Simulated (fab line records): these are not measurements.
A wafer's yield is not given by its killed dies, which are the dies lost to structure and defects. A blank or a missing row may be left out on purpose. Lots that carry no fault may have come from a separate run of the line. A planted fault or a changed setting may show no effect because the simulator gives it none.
Which tool did it?    flow gf180mcu    6 lots with 17 wafers sampled at 2 steps, on a route of 602 steps

WHAT THE GAUGES SHOWED, per wafer
GF_M1_RS_MEAS_05: measures by four-point-probe.
lot   measured      on             M1_ALCU_RS (ohm/sq)
L885  day 17 18:07  film-metro-01  0.0712 0.0708 0.0707
L887  day 18 10:31  film-metro-02  0.0704 0.0699 0.0701
L890  day 19 07:10  film-metro-02  0.0696 0.0696 0.0697
L892  day 20 05:34  film-metro-04  0.0700 0.0708 0.0696
L894  day 21 05:20  film-metro-04  0.0687 0.0693 0.0685
L904  day 24 16:26  film-metro-04  0.0689 0.0693

TOOL THAT RAN EACH LOT (tool first, then ch and the chambers of the sampled wafers, then the start)
lot   GF_M1_SPUTTER_02
L885  pvd-sputter-04, day 17 18:02
L887  pvd-sputter-03, day 18 10:23
L890  pvd-sputter-02, day 19 07:02
L892  pvd-sputter-02, day 20 05:27
L894  pvd-sputter-04, day 21 05:14
L904  pvd-sputter-04, day 24 16:19
- GF_M1_SPUTTER_02: material AlCu, target thk 450 nm, time 23.9 s.

THE ANSWER, worked out from the rows above alone
Rule: usual is defined by the lots themselves. Put in order of their means at a reading, lots are off if they are a third of the lots or fewer, leave a main group of 4 or more, and stand apart from it by a gap of 3 or more times the standard deviation of the main group's means; of several such gaps the widest counts. Not used: any main group whose means are identical at the precision the tables above print for the reading. A lot without any number at a reading at which 4 lots or more have one is off too. The other lots that the step has rows for count as sound.
Nothing can be told from this: no lot is off at any reading shown.

WHAT THE SIMULATOR PUT IN
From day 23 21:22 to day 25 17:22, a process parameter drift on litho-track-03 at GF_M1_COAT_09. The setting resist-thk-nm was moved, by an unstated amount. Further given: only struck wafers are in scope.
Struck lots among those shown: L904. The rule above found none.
